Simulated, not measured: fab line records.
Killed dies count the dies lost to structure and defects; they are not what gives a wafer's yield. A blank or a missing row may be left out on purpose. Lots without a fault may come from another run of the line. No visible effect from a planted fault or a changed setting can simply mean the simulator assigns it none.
Which tool is to blame? || flow sky130 || Sampling: 12 lots, 34 wafers, 5 of 708 route steps

WHAT THE GAUGES SHOWED, per wafer
SKY_LOCAL_INTERCONNECT_THK_MEAS_02: measures by xrf.
{"lot": "L771", "measured": "day 28 22:21", "on": "film metro-04", "LOCAL_INTERCONNECT_TIN_THK (nm)": "102.8 101.2 102.5"}
{"lot": "L772", "measured": "day 29 13:04", "on": "film metro-02", "LOCAL_INTERCONNECT_TIN_THK (nm)": "100.5 100.6 100.0"}
{"lot": "L773", "measured": "day 30 18:07", "on": "film metro-03", "LOCAL_INTERCONNECT_TIN_THK (nm)": "100.9 101.7 101.7"}
{"lot": "L776", "measured": "day 31 08:13", "on": "film metro-04", "LOCAL_INTERCONNECT_TIN_THK (nm)": "101.0 104.6 103.2"}
{"lot": "L777", "measured": "day 31 20:57", "on": "film metro-04", "LOCAL_INTERCONNECT_TIN_THK (nm)": "104.8 102.9 100.9"}
{"lot": "L779", "measured": "day 32 05:36", "on": "film metro-03", "LOCAL_INTERCONNECT_TIN_THK (nm)": "102.7 103.7 101.6"}
{"lot": "L778", "measured": "day 31 23:30", "on": "film metro-03", "LOCAL_INTERCONNECT_TIN_THK (nm)": "103.0 101.7 103.5"}
{"lot": "L783", "measured": "day 33 03:13", "on": "film metro-02", "LOCAL_INTERCONNECT_TIN_THK (nm)": "103.0 101.4"}
{"lot": "L785", "measured": "day 33 12:13", "on": "film metro-02", "LOCAL_INTERCONNECT_TIN_THK (nm)": "101.5 101.2"}
{"lot": "L789", "measured": "day 34 14:31", "on": "film metro-03", "LOCAL_INTERCONNECT_TIN_THK (nm)": "100.1 101.0 100.0"}
{"lot": "L791", "measured": "day 35 21:08", "on": "film metro-03", "LOCAL_INTERCONNECT_TIN_THK (nm)": "100.3 102.3 101.8"}
{"lot": "L792", "measured": "day 35 22:08", "on": "film metro-04", "LOCAL_INTERCONNECT_TIN_THK (nm)": "102.1 104.0 105.0"}

SKY_CONTACT_THK_MEAS_01.
{"lot": "L771", "measured": "day 30 02:11", "on": "film metro-01", "CONTACT_CVD_00_THK (nm)": "76.3 74.1 76.7"}
{"lot": "L772", "measured": "day 30 16:35", "on": "film metro-04", "CONTACT_CVD_00_THK (nm)": "73.0 75.6 73.9"}
{"lot": "L773", "measured": "day 31 22:16", "on": "film metro-02", "CONTACT_CVD_00_THK (nm)": "75.2 74.6 75.7"}
{"lot": "L776", "measured": "day 32 11:49", "on": "film metro-04", "CONTACT_CVD_00_THK (nm)": "74.1 74.1 75.7"}
{"lot": "L777", "measured": "day 32 23:01", "on": "film metro-02", "CONTACT_CVD_00_THK (nm)": "74.7 75.6 76.4"}
{"lot": "L779", "measured": "day 33 08:54", "on": "film metro-02", "CONTACT_CVD_00_THK (nm)": "74.1 74.0 75.7"}
{"lot": "L778", "measured": "day 33 02:13", "on": "film metro-02", "CONTACT_CVD_00_THK (nm)": "74.2 76.0 76.2"}
{"lot": "L783", "measured": "day 34 06:41", "on": "film metro-04", "CONTACT_CVD_00_THK (nm)": "75.2 74.5"}
{"lot": "L785", "measured": "day 34 15:22", "on": "film metro-04", "CONTACT_CVD_00_THK (nm)": "76.1 75.2"}
{"lot": "L789", "measured": "day 35 17:50", "on": "film metro-04", "CONTACT_CVD_00_THK (nm)": "74.7 74.4 75.5"}
{"lot": "L791", "measured": "day 36 23:41", "on": "film metro-01", "CONTACT_CVD_00_THK (nm)": "74.5 76.3 75.2"}
{"lot": "L792", "measured": "day 37 00:28", "on": "film metro-02", "CONTACT_CVD_00_THK (nm)": "74.5 75.7 75.7"}

TOOL THAT RAN EACH LOT (tool first, then ch and the chambers of the sampled wafers, then the start)
{"lot": "L771", "SKY_FIELD_ISO_ETCH_15": "rie diel-02 ch 2,3, day 2 08:04", "SKY_FIELD_ISO_STRIP_16": "plasma asher-02 ch 0,1, day 2 08:07", "SKY_CONTACT_CVD_00": "pecvd-03 ch 0,2, day 30 02:08"}
{"lot": "L772", "SKY_FIELD_ISO_ETCH_15": "rie diel-02 ch 1,2, day 2 11:56", "SKY_FIELD_ISO_STRIP_16": "plasma asher-01 ch 0,1, day 2 12:00", "SKY_CONTACT_CVD_00": "pecvd-04 ch 0,1, day 30 16:32"}
{"lot": "L773", "SKY_FIELD_ISO_ETCH_15": "rie diel-03 ch 0,1,2, day 2 18:37", "SKY_FIELD_ISO_STRIP_16": "plasma asher-02 ch 0,1, day 2 18:40", "SKY_CONTACT_CVD_00": "pecvd-02 ch 0,1, day 31 22:13"}
{"lot": "L776", "SKY_FIELD_ISO_ETCH_15": "rie diel-03 ch 1,3, day 3 11:41", "SKY_FIELD_ISO_STRIP_16": "plasma asher-02 ch 0,1, day 3 11:44", "SKY_CONTACT_CVD_00": "pecvd-03 ch 0,2, day 32 11:46"}
{"lot": "L777", "SKY_FIELD_ISO_ETCH_15": "rie diel-04 ch 0,2,3, day 3 18:52", "SKY_FIELD_ISO_STRIP_16": "plasma asher-01 ch 0,1, day 3 18:55", "SKY_CONTACT_CVD_00": "pecvd-02 ch 0,2, day 32 22:59"}
{"lot": "L779", "SKY_FIELD_ISO_ETCH_15": "rie diel-03 ch 0,2,3, day 3 23:44", "SKY_FIELD_ISO_STRIP_16": "plasma asher-02 ch 0,1, day 3 23:47", "SKY_CONTACT_CVD_00": "pecvd-04 ch 0,1,2, day 33 08:52"}
{"lot": "L778", "SKY_FIELD_ISO_ETCH_15": "rie diel-04 ch 0,1, day 4 00:05", "SKY_FIELD_ISO_STRIP_16": "plasma asher-03 ch 0,1, day 4 00:08", "SKY_CONTACT_CVD_00": "pecvd-03 ch 0,1,2, day 33 02:10"}
{"lot": "L783", "SKY_FIELD_ISO_ETCH_15": "rie diel-03 ch 0,3, day 4 19:59", "SKY_FIELD_ISO_STRIP_16": "plasma asher-02 ch 0,1, day 4 20:02", "SKY_CONTACT_CVD_00": "pecvd-02 ch 0,2, day 34 06:38"}
{"lot": "L785", "SKY_FIELD_ISO_ETCH_15": "rie diel-03 ch 2, day 5 04:38", "SKY_FIELD_ISO_STRIP_16": "plasma asher-01 ch 0,1, day 5 04:44", "SKY_CONTACT_CVD_00": "pecvd-02 ch 2, day 34 15:18"}
{"lot": "L789", "SKY_FIELD_ISO_ETCH_15": "rie diel-02 ch 1,2, day 6 02:26", "SKY_FIELD_ISO_STRIP_16": "plasma asher-02 ch 0,1, day 6 02:29", "SKY_CONTACT_CVD_00": "pecvd-04 ch 0,1,2, day 35 17:47"}
{"lot": "L791", "SKY_FIELD_ISO_ETCH_15": "rie diel-02 ch 0,3, day 6 12:53", "SKY_FIELD_ISO_STRIP_16": "plasma asher-03 ch 0,1, day 6 12:56", "SKY_CONTACT_CVD_00": "pecvd-02 ch 0,2, day 36 23:38"}
{"lot": "L792", "SKY_FIELD_ISO_ETCH_15": "rie diel-04 ch 1,2,3, day 6 18:28", "SKY_FIELD_ISO_STRIP_16": "plasma asher-03 ch 0,1, day 6 18:32", "SKY_CONTACT_CVD_00": "pecvd-03 ch 1,2, day 37 00:26"}
- SKY_FIELD_ISO_ETCH_15: etches the open film in CHF3/O2, stops on Si, target depth 180 nm, time 72 s.
- SKY_FIELD_ISO_STRIP_16: strips in O2/N2.
- SKY_CONTACT_CVD_00: deposits Si3N4, target thk 75 nm.

AS READ BY THE TOOLS THEMSELVES (means over the sampled wafers that have a number; for cases with no such wafer, the mark the record gives instead)
SKY_FIELD_ISO_ETCH_15.
{"lot": "L771", "tool": "rie diel-02", "O2_flow_sccm (sccm)": 5.002, "chf3 flow sccm (sccm)": 49.92, "drypump motor current A (A)": 5.3, "oes product au (a.u.)": 0.945, "throttle valve pct (%)": 8.842}
{"lot": "L772", "tool": "rie diel-02", "O2_flow_sccm (sccm)": 4.997, "chf3 flow sccm (sccm)": 49.84, "drypump motor current A (A)": 5.6, "oes product au (a.u.)": 0.955, "throttle valve pct (%)": 8.847}
{"lot": "L773", "tool": "rie diel-03", "O2_flow_sccm (sccm)": 5.001, "chf3 flow sccm (sccm)": 49.97, "drypump motor current A (A)": 6.0, "oes product au (a.u.)": 0.949, "throttle valve pct (%)": 8.853}
{"lot": "L776", "tool": "rie diel-03", "O2_flow_sccm (sccm)": 5.009, "chf3 flow sccm (sccm)": 49.90, "drypump motor current A (A)": 6.0, "oes product au (a.u.)": 0.940, "throttle valve pct (%)": 8.843}
{"lot": "L777", "tool": "rie diel-04", "O2_flow_sccm (sccm)": 5.006, "chf3 flow sccm (sccm)": 49.92, "drypump motor current A (A)": 5.7, "oes product au (a.u.)": 0.937, "throttle valve pct (%)": 8.836}
{"lot": "L779", "tool": "rie diel-03", "O2_flow_sccm (sccm)": 5.003, "chf3 flow sccm (sccm)": 49.99, "drypump motor current A (A)": 5.9, "oes product au (a.u.)": 0.943, "throttle valve pct (%)": 8.855}
{"lot": "L778", "tool": "rie diel-04", "O2_flow_sccm (sccm)": 5.000, "chf3 flow sccm (sccm)": 50.14, "drypump motor current A (A)": 5.4, "oes product au (a.u.)": 0.938, "throttle valve pct (%)": 8.836}
{"lot": "L783", "tool": "rie diel-03", "O2_flow_sccm (sccm)": 4.989, "chf3 flow sccm (sccm)": 49.92, "drypump motor current A (A)": 5.8, "oes product au (a.u.)": 0.948, "throttle valve pct (%)": 8.851}
{"lot": "L785", "tool": "rie diel-03", "O2_flow_sccm (sccm)": 4.990, "chf3 flow sccm (sccm)": 50.09, "drypump motor current A (A)": 6.0, "oes product au (a.u.)": 0.958, "throttle valve pct (%)": 8.841}
{"lot": "L789", "tool": "rie diel-02", "O2_flow_sccm (sccm)": 5.002, "chf3 flow sccm (sccm)": 50.00, "drypump motor current A (A)": 5.4, "oes product au (a.u.)": 0.944, "throttle valve pct (%)": 8.839}
{"lot": "L791", "tool": "rie diel-02", "O2_flow_sccm (sccm)": 5.008, "chf3 flow sccm (sccm)": 50.01, "drypump motor current A (A)": 5.1, "oes product au (a.u.)": 0.948, "throttle valve pct (%)": 8.846}
{"lot": "L792", "tool": "rie diel-04", "O2_flow_sccm (sccm)": 4.992, "chf3 flow sccm (sccm)": 49.93, "drypump motor current A (A)": 5.7, "oes product au (a.u.)": 0.947, "throttle valve pct (%)": 8.842}

SKY_FIELD_ISO_STRIP_16.
{"lot": "L771", "tool": "plasma asher-02", "drypump motor current A (A)": 5.67, "oes product au (a.u.)": 0.374, "strip time to endpoint s (s)": 3.53}
{"lot": "L772", "tool": "plasma asher-01", "drypump motor current A (A)": 5.54, "oes product au (a.u.)": 0.376, "strip time to endpoint s (s)": 3.53}
{"lot": "L773", "tool": "plasma asher-02", "drypump motor current A (A)": 5.67, "oes product au (a.u.)": 0.375, "strip time to endpoint s (s)": 3.49}
{"lot": "L776", "tool": "plasma asher-02", "drypump motor current A (A)": 5.67, "oes product au (a.u.)": 0.374, "strip time to endpoint s (s)": 3.55}
{"lot": "L777", "tool": "plasma asher-01", "drypump motor current A (A)": 5.56, "oes product au (a.u.)": 0.377, "strip time to endpoint s (s)": 3.51}
{"lot": "L779", "tool": "plasma asher-02", "drypump motor current A (A)": 5.66, "oes product au (a.u.)": 0.379, "strip time to endpoint s (s)": 3.57}
{"lot": "L778", "tool": "plasma asher-03", "drypump motor current A (A)": 5.89, "oes product au (a.u.)": 0.376, "strip time to endpoint s (s)": 3.52}
{"lot": "L783", "tool": "plasma asher-02", "drypump motor current A (A)": 5.65, "oes product au (a.u.)": 0.364, "strip time to endpoint s (s)": 3.24}
{"lot": "L785", "tool": "plasma asher-01", "drypump motor current A (A)": 5.64, "oes product au (a.u.)": 0.368, "strip time to endpoint s (s)": 3.26}
{"lot": "L789", "tool": "plasma asher-02", "drypump motor current A (A)": 5.65, "oes product au (a.u.)": 0.378, "strip time to endpoint s (s)": 3.56}
{"lot": "L791", "tool": "plasma asher-03", "drypump motor current A (A)": 6.01, "oes product au (a.u.)": 0.383, "strip time to endpoint s (s)": 3.60}
{"lot": "L792", "tool": "plasma asher-03", "drypump motor current A (A)": 6.01, "oes product au (a.u.)": 0.374, "strip time to endpoint s (s)": 3.49}

SKY_CONTACT_CVD_00.
{"lot": "L771", "tool": "pecvd-03", "heater power w (W)": 793}
{"lot": "L772", "tool": "pecvd-04", "heater power w (W)": 777}
{"lot": "L773", "tool": "pecvd-02", "heater power w (W)": 641}
{"lot": "L776", "tool": "pecvd-03", "heater power w (W)": 753}
{"lot": "L777", "tool": "pecvd-02", "heater power w (W)": 688}
{"lot": "L779", "tool": "pecvd-04", "heater power w (W)": 809}
{"lot": "L778", "tool": "pecvd-03", "heater power w (W)": 680}
{"lot": "L783", "tool": "pecvd-02", "heater power w (W)": 672}
{"lot": "L785", "tool": "pecvd-02", "heater power w (W)": 680}
{"lot": "L789", "tool": "pecvd-04", "heater power w (W)": 759}
{"lot": "L791", "tool": "pecvd-02", "heater power w (W)": 672}
{"lot": "L792", "tool": "pecvd-03", "heater power w (W)": 738}

THE ANSWER, worked out from the rows above alone
Rule: the usual values come from the lots themselves. The widest of any qualifying gaps counts: lots, ordered by their means at a reading, are off when they make up no more than a third of the lots, leave a main group of 4 or more, and stand apart from it by 3 or more times the standard deviation of that group's means. The tables above print the reading to a certain number of digits; a main group whose means all agree to those digits is not used. A lot without any number at a reading at which 4 lots or more have one is off too. All remaining lots with rows at the step are treated as sound. Order of review: gauges by route order, followed by the tools' own readings, for which a lot's mean as printed above is used. At the first step where some lot is off, the reading lying furthest off is the one used; lots without a number count as furthest.
Off, at SKY_FIELD_ISO_STRIP_16 on strip time to endpoint s: L783, L785. Main group: mean 3.54 s, sd 0.034.
If a tool, at that step or one of the process steps before it, ran each lot that is off and ran no sound lot following the first of them, it fits. One fits: SKY_FIELD_ISO_ETCH_15 on rie diel-03. Its last sound lot is L779 (day 3 23:44), its first lot that is off L783 (day 4 19:59): a fault that began between those two fits.

WHAT WAS PUT IN BY THE SIMULATOR
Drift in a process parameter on rie diel-03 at SKY_FIELD_ISO_ETCH_15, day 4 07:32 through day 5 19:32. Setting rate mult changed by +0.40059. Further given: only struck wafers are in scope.
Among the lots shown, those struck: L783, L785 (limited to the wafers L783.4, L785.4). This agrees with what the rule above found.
